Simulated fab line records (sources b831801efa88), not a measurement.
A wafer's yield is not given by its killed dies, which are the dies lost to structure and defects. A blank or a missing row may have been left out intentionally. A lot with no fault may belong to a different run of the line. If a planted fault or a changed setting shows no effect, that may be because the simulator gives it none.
The tool behind it: which one? || flow gf180mcu || 7 lots, 21 wafers sampled, at 1 step of a route of 602

WHAT THE GAUGES READ, wafer by wafer
GF_V2_OVL_MEAS_15.
{"lot": "L878", "measured": "day 20 23:56", "on": "overlay-01", "V2_OVL (nm)": "1 4 0"}
{"lot": "L881", "measured": "day 22 02:27", "on": "overlay-01", "V2_OVL (nm)": "2 -4 0"}
{"lot": "L883", "measured": "day 23 00:24", "on": "overlay-02", "V2_OVL (nm)": "10 3 10"}
{"lot": "L886", "measured": "day 24 05:49", "on": "overlay-02", "V2_OVL (nm)": "13 8 9"}
{"lot": "L888", "measured": "day 24 19:47", "on": "overlay-02", "V2_OVL (nm)": "2 1 9"}
{"lot": "L890", "measured": "day 25 11:17", "on": "overlay-01", "V2_OVL (nm)": "7 10 8"}
{"lot": "L899", "measured": "day 28 09:26", "on": "overlay-01", "V2_OVL (nm)": "11 13 7"}

TOOL THAT RAN EACH LOT (tool first, then ch and the chambers of the sampled wafers, then the start)
Before these readings, the record contains no process step.

THE ANSWER, worked out from the rows above alone
Rule: what is usual is taken from the lots themselves. Put in order of their means at a reading, lots are off if they are a third of the lots or fewer, leave a main group of 4 or more, and stand apart from it by a gap of 3 or more times the standard deviation of the main group's means; of several such gaps the widest counts. A main group whose means are all the same, to the digits that the tables above print for the reading, isn't used. Also off: a lot with no number at a reading for which 4 or more lots have one. Any other lot the step has rows for is counted as sound.
Nothing can be told from this: no lot is off at any reading shown.

WHAT WAS PUT IN BY THE SIMULATOR
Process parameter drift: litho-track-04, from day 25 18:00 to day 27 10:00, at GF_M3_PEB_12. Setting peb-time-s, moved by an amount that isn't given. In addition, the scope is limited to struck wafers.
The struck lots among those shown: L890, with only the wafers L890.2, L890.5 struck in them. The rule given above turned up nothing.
